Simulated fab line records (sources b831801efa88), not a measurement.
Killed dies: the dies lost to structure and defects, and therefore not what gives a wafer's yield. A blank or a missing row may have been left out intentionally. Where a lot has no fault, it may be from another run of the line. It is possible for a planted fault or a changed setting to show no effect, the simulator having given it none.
The tool behind it: which one?	flow sky130	39 wafers from 13 lots sampled at 3 of the route's 708 steps

WHAT THE GAUGES READ, wafer by wafer
SKY_NWELL_THK_MEAS_02. Usual: NWELL_OXIDATION_THK typically reads 10.00 nm, with standard deviation 0.17.
lot	measured	on	NWELL_OXIDATION_THK (nm)	flag
L978	day 2 10:18	film-metro-04	10.06 10.18 10.09	
L980	day 2 23:29	film-metro-03	9.87 9.97 10.03	
L982	day 3 10:32	film-metro-03	9.86 9.90 10.07	
L985	day 4 01:35	film-metro-03	9.92 10.02 10.10	
L986	day 4 08:47	film-metro-03	10.17 10.38 10.17	
L988	day 4 17:06	film-metro-04	9.94 9.89 9.84	
L989	day 5 01:14	film-metro-03	9.90 9.70 9.59	
L990	day 5 05:24	film-metro-04	10.02 10.08 9.94	
L993	day 5 19:55	film-metro-04	9.87 9.60 9.67	
L998	day 6 22:37	film-metro-02	10.09 10.00 9.92	
L999	day 7 02:02	film-metro-04	10.18 10.04 10.12	
L100	day 7 06:22	film-metro-04	10.06 9.98 10.07	
L101	day 7 12:50	film-metro-02	10.06 10.06 10.16	

SKY_VT_ADJUST_HVTP_CD_MEAS_07: target cd 380 nm. Usual: cd-nm at 379.4 nm, with a standard deviation of 2.6.
lot	measured	on	cd-nm (nm)	flag
L978	day 5 22:58	cd-sem-01	378.1 377.6 380.7	
L980	day 6 12:08	cd-sem-02	377.7 378.5 379.3	
L982	day 7 02:56	cd-sem-02	377.8 377.0 377.9	
L985	day 7 21:08	cd-sem-02	377.7 377.6 379.5	
L986	day 8 06:20	cd-sem-01	381.9 382.6 380.2	
L988	day 8 15:55	cd-sem-02	376.8 378.0 378.4	
L989	day 9 01:47	cd-sem-02	382.8 383.9 378.1	
L990	day 9 07:47	cd-sem-02	377.9 376.5 376.1	
L993	day 10 00:20	cd-sem-01	375.7 376.8 376.8	
L998	day 11 08:14	cd-sem-02	380.5 379.5 383.0	
L999	day 11 12:43	cd-sem-01	379.5 379.3 377.6	
L100	day 11 18:42	cd-sem-01	378.8 380.9 380.7	
L101	day 12 02:19	cd-sem-01	382.5 381.8 379.0	

WHAT TOOL EACH LOT RAN ON (gives the tool, then ch and the chambers of the sampled wafers, and finally the start)
lot	SKY_NWELL_EXPOSE_20
L978	iline-stepper-02 ch 0, day 4 20:08
L980	iline-stepper-01 ch 0, day 5 09:13
L982	iline-stepper-02 ch 0, day 5 22:59
L985	iline-stepper-02 ch 0, day 6 15:35
L986	iline-stepper-01 ch 0, day 6 23:58
L988	iline-stepper-02 ch 0, day 7 09:38
L989	iline-stepper-02 ch 0, day 7 19:13
L990	iline-stepper-02 ch 0, day 8 00:05
L993	iline-stepper-01 ch 0, day 8 16:05
L998	iline-stepper-01 ch 0, day 9 22:45
L999	iline-stepper-02 ch 0, day 10 02:43
L100	iline-stepper-01 ch 0, day 10 07:28
L101	iline-stepper-01 ch 0, day 10 14:57
- SKY_NWELL_EXPOSE_20: exposes mask NWM COMPLEMENT, target cd 840 nm.

AS READ BY THE TOOLS THEMSELVES (means over the sampled wafers that have a number; for cases with no such wafer, the mark the record gives instead)
The record holds no such reading with a usual standard deviation.

THE ANSWER, worked out from the rows above alone
Rule: take the mean of a lot's wafers that have a number; if it is more than 3 standard deviations from the usual mean, the lot is off. Also off: a lot with no number at a reading for which 4 or more lots have one. All remaining lots with rows at the step are treated as sound. After the gauges, taken in route order, come the tools' own readings; for these a lot's mean is taken, as printed above. The first step at which some lot is off is used, and at that step the reading that is off furthest; a lot without a number counts as furthest.
No lot is off on any of the readings shown, so nothing can be concluded from this.

WHAT THE SIMULATOR HAD PUT IN
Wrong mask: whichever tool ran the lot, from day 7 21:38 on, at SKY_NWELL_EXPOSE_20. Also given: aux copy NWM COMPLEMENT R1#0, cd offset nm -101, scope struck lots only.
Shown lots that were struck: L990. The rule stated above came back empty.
